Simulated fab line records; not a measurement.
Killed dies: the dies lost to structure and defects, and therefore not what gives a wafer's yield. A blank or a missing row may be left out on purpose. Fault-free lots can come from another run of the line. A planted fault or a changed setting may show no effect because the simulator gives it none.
What tool caused it?	flow gf180mcu	11 lots with 33 wafers sampled at 5 steps, on a route of 602 steps

== WHAT THE GAUGES SHOWED, per wafer ==
GF_V1_RS_MEAS_24: measures by four-point-probe.
lot	measured	on	V1_W_RS (ohm/sq)
L953	day 18 12:52	film-metro-04	0.330 0.328 0.329
L954	day 18 16:35	film-metro-04	0.322 0.329 0.329
L955	day 18 17:46	film-metro-03	0.327 0.320 0.325
L956	day 19 01:40	film-metro-02	0.326 0.323 0.330
L957	day 19 18:31	film-metro-02	0.335 0.320 0.320
L959	day 20 18:38	film-metro-04	0.322 0.326 0.326
L960	day 21 05:07	film-metro-03	0.321 0.333 0.331
L961	day 21 13:40	film-metro-02	0.315 0.329 0.315
L970	day 24 13:27	film-metro-03	0.211 0.318 0.330
L973	day 25 05:04	film-metro-03	0.331 0.323 0.328
L976	day 26 00:59	film-metro-04	0.328 0.322 0.327

GF_V1_THK_MEAS_25: measures by xrf.
lot	measured	on	V1_W_THK (nm)
L953	day 18 12:59	film-metro-04	355 357 352
L954	day 18 16:41	film-metro-04	362 356 355
L955	day 18 17:53	film-metro-03	357 364 357
L956	day 19 01:46	film-metro-02	349 354 348
L957	day 19 18:38	film-metro-02	341 358 357
L959	day 20 18:44	film-metro-04	362 356 359
L960	day 21 05:14	film-metro-03	363 355 353
L961	day 21 13:46	film-metro-02	365 351 363
L970	day 24 13:32	film-metro-03	- 369 359
L973	day 25 05:11	film-metro-03	354 362 357
L976	day 26 01:06	film-metro-04	358 365 360

GF_M2_CD_MEAS_14 targets a cd of 280 nm.
lot	measured	on	cd-nm (nm)
L953	day 19 13:10	cd-sem-02	278.8 279.5 278.8
L954	day 19 17:20	cd-sem-02	279.3 280.0 278.9
L955	day 19 18:37	cd-sem-02	279.7 279.2 279.6
L956	day 20 02:32	cd-sem-02	279.8 280.0 279.5
L957	day 20 19:01	cd-sem-02	278.9 279.3 281.0
L959	day 21 19:08	cd-sem-02	280.0 279.8 280.4
L960	day 22 05:26	cd-sem-02	278.0 277.7 279.1
L961	day 22 14:06	cd-sem-01	279.9 280.1 280.0
L970	day 25 11:17	cd-sem-02	280.9 283.1 281.9
L973	day 26 01:55	cd-sem-01	280.5 279.7 280.2
L976	day 26 21:52	cd-sem-02	277.4 278.8 278.1

== WHAT TOOL EACH LOT RAN ON (gives the tool, then ch and the chambers of the sampled wafers, and finally the start) ==
lot	GF_V1_CVD_23	GF_V1_CMP_26
L953	cvd-w-02 ch 1, day 18 12:44	cmp-01 ch 0,2, day 18 13:02
L954	cvd-w-01 ch 0,1, day 18 16:27	cmp-01 ch 1,2,3, day 18 16:44
L955	cvd-w-02 ch 0,1, day 18 17:38	cmp-01 ch 1,3, day 18 17:59
L956	cvd-w-02 ch 0,1, day 19 01:32	cmp-01 ch 1,2, day 19 02:02
L957	cvd-w-01 ch 0,1, day 19 18:24	cmp-02 ch 0,1, day 19 18:44
L959	cvd-w-02 ch 0, day 20 18:28	cmp-02 ch 0,1,3, day 20 18:55
L960	cvd-w-02 ch 0,1, day 21 05:01	cmp-02 ch 0,1,2, day 21 05:18
L961	cvd-w-01 ch 0,1, day 21 13:33	cmp-02 ch 2,3, day 21 13:51
L970	cvd-w-01 ch 0,1, day 24 13:19	cmp-02 ch 1,2, day 24 13:37
L973	cvd-w-02 ch 0, day 25 04:57	cmp-01 ch 2,3, day 25 05:14
L976	cvd-w-02 ch 0,1, day 26 00:50	cmp-01 ch 1,2,3, day 26 01:10
- GF_V1_CVD_23: deposits W, target thk 350 nm, time 105.05 s.
- GF_V1_CMP_26: polishes, stops on SiO2, t overpolish 15 s, target thk 0 nm.

== AS READ BY THE TOOLS THEMSELVES (means over the sampled wafers that have a number; for cases with no such wafer, the mark the record gives instead) ==
GF_V1_CVD_23.
lot	tool	heater-power-w (W)
L953	cvd-w-02	949
L954	cvd-w-01	923
L955	cvd-w-02	894
L956	cvd-w-02	868
L957	cvd-w-01	867
L959	cvd-w-02	791
L960	cvd-w-02	885
L961	cvd-w-01	877
L970	cvd-w-01	884
L973	cvd-w-02	808
L976	cvd-w-02	865

GF_V1_CMP_26.
lot	tool	motor-current-A (A)	slurry-flow-ml-min	time-to-endpoint-s (s)
L953	cmp-01	11.3	149.7	85
L954	cmp-01	12.5	150.1	85
L955	cmp-01	11.9	149.9	87
L956	cmp-01	12.6	150.7	85
L957	cmp-02	12.3	149.8	86
L959	cmp-02	12.3	149.7	86
L960	cmp-02	12.4	150.4	83
L961	cmp-02	12.4	149.9	85
L970	cmp-02	12.6	150.3	97
L973	cmp-01	12.4	150.3	85
L976	cmp-01	12.2	149.7	87

== THE ANSWER, worked out from the rows above alone ==
Rule: what is usual is taken from the lots themselves. The widest of any qualifying gaps counts: lots, ordered by their means at a reading, are off when they make up no more than a third of the lots, leave a main group of 4 or more, and stand apart from it by 3 or more times the standard deviation of that group's means. Not used: any main group whose means are identical at the precision the tables above print for the reading. A lot without any number at a reading at which 4 lots or more have one is off too. Where the step has rows for the other lots, those lots are counted as sound. First the gauges in route order, then the tools' own readings, where a lot's mean is used as printed above. The first step at which some lot is off is used, and at that step the reading that is off furthest; a lot without a number counts as furthest.
Off: at GF_V1_RS_MEAS_24 (V1_W_RS), L970. Main group: mean 0.326 ohm/sq, sd 0.0025.
A tool fits if, at a process step before that reading, it ran every lot that is off, and no sound lot after the first of them. Not tried: the gauges at GF_V1_RS_MEAS_24; whatever is off there is also off at GF_V1_CMP_26, on other tools, and gauge error can't account for it. One candidate fits, namely cvd-w-01 at GF_V1_CVD_23. Its last sound lot is L961 (day 21 13:33), its first lot that is off L970 (day 24 13:19): a fault that began between those two fits.

== WHAT THE SIMULATOR HAD INSERTED ==
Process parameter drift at GF_V1_CVD_23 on cvd-w-01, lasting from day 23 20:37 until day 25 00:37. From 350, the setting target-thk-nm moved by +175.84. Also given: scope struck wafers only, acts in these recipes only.
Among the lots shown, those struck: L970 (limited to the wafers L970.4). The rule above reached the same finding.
